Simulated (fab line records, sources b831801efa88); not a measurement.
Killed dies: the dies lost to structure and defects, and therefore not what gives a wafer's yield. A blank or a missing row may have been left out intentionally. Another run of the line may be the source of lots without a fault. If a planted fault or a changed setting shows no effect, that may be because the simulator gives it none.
Chamber matching | flow sky130 | rieDiel-02 running SKY_SONOS_ONO_ETCH_15: 4 sister chambers
The step etches the open film in CHF3/O2, target depth 19.52 nm, time 7.8 s. 16 wafers are shown with their chamber, then 8 later ones without.

WAFERS WITH THEIR CHAMBER
wafer  | chamber | drypumpMotorCurrentA (A) | rfFwdPowerW (W) | oesProductAu (a.u.)
L226.2 | 3       | 5.2                      | 600             | 1.022
L226.4 | 2       | 6.2                      | 603             | 1.009
L226.5 | 1       | 6.5                      | 592             | 1.006
L227.1 | 1       | 6.5                      | 590             | 1.000
L227.2 | 3       | 5.2                      | 599             | 1.000
L227.6 | 2       | 6.2                      | 600             | 1.002
L233.1 | 0       | 5.8                      | 591             | 1.004
L233.2 | 2       | 6.3                      | 600             | 0.989
L233.4 | 3       | 5.2                      | 596             | 1.003
L238.2 | 0       | 5.8                      | 598             | 1.007
L238.3 | 3       | 5.2                      | 598             | 1.007
L238.6 | 0       | 5.8                      | 595             | 0.993
L239.1 | 3       | 5.2                      | 601             | 1.004
L239.2 | 0       | 5.8                      | 598             | 0.993
L239.3 | 1       | 6.5                      | 590             | 1.008
L241.1 | 3       | 5.2                      | 597             | 1.016

SIGNATURES (averages over the wafers above)
reading              | chamber 0 | chamber 1 | chamber 2 | chamber 3 | scatter within a chamber
drypumpMotorCurrentA | 5.800     | 6.500     | 6.233     | 5.200     | 0.0236
rfFwdPowerW          | 595.50    | 590.67    | 601.00    | 598.50    | 2.22
oesProductAu         | 0.99925   | 1.00467   | 1.00000   | 1.00867   | 0.00798
Rule: distance of a wafer from a chamber = root of the sum over the readings of ((wafer's reading minus chamber's mean) / reading's scatter) squared. The wafer belongs to the nearest chamber; if the next one is less than 2 further off, it can't be placed. The scatter is the square root of a quotient: the sum, over the shown wafers, of each reading's squared deviation from its chamber's mean, divided by wafers minus chambers.

WAFERS WHOSE CHAMBER IS MISSING
wafer  | drypumpMotorCurrentA (A) | rfFwdPowerW (W) | oesProductAu (a.u.)
L241.3 | 6.2                      | 599             | 0.996
L241.6 | 6.5                      | 591             | 0.993
L247.2 | 6.3                      | 600             | 0.998
L247.4 | 6.2                      | 601             | 0.988
L247.5 | 5.8                      | 595             | 0.994
L248.3 | 5.8                      | 594             | 0.991
L248.4 | 5.8                      | 597             | 1.001
L248.5 | 6.2                      | 597             | 1.005

CHAMBER TAKEN BY EACH
wafer  | from the rows above | in truth
L241.3 | 2                   | 2
L241.6 | 1                   | 1
L247.2 | 2                   | 2
L247.4 | 2                   | 2
L247.5 | 0                   | 0
L248.3 | 0                   | 0
L248.4 | 0                   | 0
L248.5 | 2                   | 2
8 of 8 placed correctly. Can't be placed from these rows: 0. Number placed wrongly: 0.
